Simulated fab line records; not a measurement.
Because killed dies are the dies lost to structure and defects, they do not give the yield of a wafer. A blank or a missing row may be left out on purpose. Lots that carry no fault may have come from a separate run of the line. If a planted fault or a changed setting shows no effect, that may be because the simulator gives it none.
Tool commonality check -- flow sky130 -- Lots sampled 14, wafers sampled 48

## WHAT PROMPTED THE OPENING
Of 14 lots, 2 have the reading POLY_GATE_OXIDATION_THK flagged at SKY_POLY_GATE_THK_MEAS_21. Fault-free wafers read 3.98 nm, with a standard deviation of 0.089.
Rule: a lot gets a flag if all its wafers with a number sit over 4 standard deviations from that mean, or if no wafer of it has a number. As for the other lots, they are considered sound.

lot,measured,on,"POLY_GATE_OXIDATION_THK (nm), wafer by wafer",flag
L585,day 16 08:52,film_metro-02,3.97 4.02 4.00,
L586,day 16 16:20,film_metro-01,4.16 4.10 4.13,
L587,day 17 10:43,film_metro-04,4.08 3.99 4.03,
L588,day 17 16:02,film_metro-01,4.07 4.14 4.16,
L589,day 18 01:49,film_metro-02,3.95 3.91 3.91,
L591,day 19 01:26,film_metro-02,3.79 3.83 3.80,
L592,day 19 12:35,film_metro-04,3.93 3.96 3.96,
L593,day 19 13:52,film_metro-01,4.01 3.99 4.01,
L594,day 20 01:32,film_metro-01,3.93 3.92 3.95,
L597,day 20 23:14,film_metro-04,4.04 3.90 4.09,
L598,day 21 07:15,film_metro-01,4.03 4.02 4.04,
L599,day 21 15:39,film_metro-04,3.46 3.50 3.43 3.45 3.48 3.47,FLAGGED
L602,day 22 16:30,film_metro-02,3.49 3.52 3.47 3.49 3.54 3.47,FLAGGED
L607,day 24 10:34,film_metro-02,3.85 3.84 3.84,
The numbers of the flagged lots are 3.48 nm on average: -0.50 nm against the usual, or -6 standard deviations.

## LOT BY LOT: THE TOOL USED
The record keeps 1 process step preceding the reading, out of 708 steps on the route. Every cell lists first the tool, next ch and the chambers used by the sampled wafers, and last the start.
lot,flag,SKY_POLY_GATE_OXIDATION_20
L585,,"furnace-01 ch 0, day 16 07:37"
L586,,"furnace-02 ch 0, day 16 15:05"
L587,,"furnace-01 ch 0, day 17 09:27"
L588,,"furnace-01 ch 0, day 17 14:47"
L589,,"furnace-01 ch 0, day 18 00:33"
L591,,"furnace-01 ch 0, day 19 00:10"
L592,,"furnace-01 ch 0, day 19 11:20"
L593,,"furnace-01 ch 0, day 19 12:35"
L594,,"furnace-01 ch 0, day 20 00:17"
L597,,"furnace-01 ch 0, day 20 21:59"
L598,,"furnace-02 ch 0, day 21 06:00"
L599,FLAGGED,"furnace-02 ch 0, day 21 14:23"
L602,FLAGGED,"furnace-02 ch 0, day 22 15:15"
L607,,"furnace-01 ch 0, day 24 09:18"
What is done by these steps:
- SKY_POLY_GATE_OXIDATION_20: stabilise 600 s, purge 300 s, target thk 4 nm.
- SKY_POLY_GATE_THK_MEAS_21

## FLAGGED OVER TOTAL, TOOL BY TOOL (the gauges that took the reading come last)
step,tool,lots run,flagged,share of the flagged lots,sound lots run after its first flagged lot
SKY_POLY_GATE_OXIDATION_20,furnace-01,10,0,none,-
SKY_POLY_GATE_OXIDATION_20,furnace-02,4,2,all,0
SKY_POLY_GATE_THK_MEAS_21,film_metro-01,5,0,none,-
SKY_POLY_GATE_THK_MEAS_21,film_metro-02,5,1,some,1 (L607)
SKY_POLY_GATE_THK_MEAS_21,film_metro-04,4,1,some,0

## THE TABLE: WHAT IT ALLOWS
All flagged lots share 1 row of the table, namely furnace-02 at SKY_POLY_GATE_OXIDATION_20.
- furnace-02 at SKY_POLY_GATE_OXIDATION_20: 2 of its 4 lots flagged. Last sound lot L598 at day 21 06:00, first flagged lot L599 at day 21 14:23; a fault beginning in between fits.
furnace-02 at SKY_POLY_GATE_OXIDATION_20 is the single tool remaining.

## WHAT THE SIMULATOR HAD PUT IN
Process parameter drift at SKY_POLY_GATE_OXIDATION_20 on furnace-02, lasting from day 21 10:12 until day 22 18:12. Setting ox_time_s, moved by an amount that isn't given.
Lots struck among those shown: L599, L602. This agrees with what the rule above found.
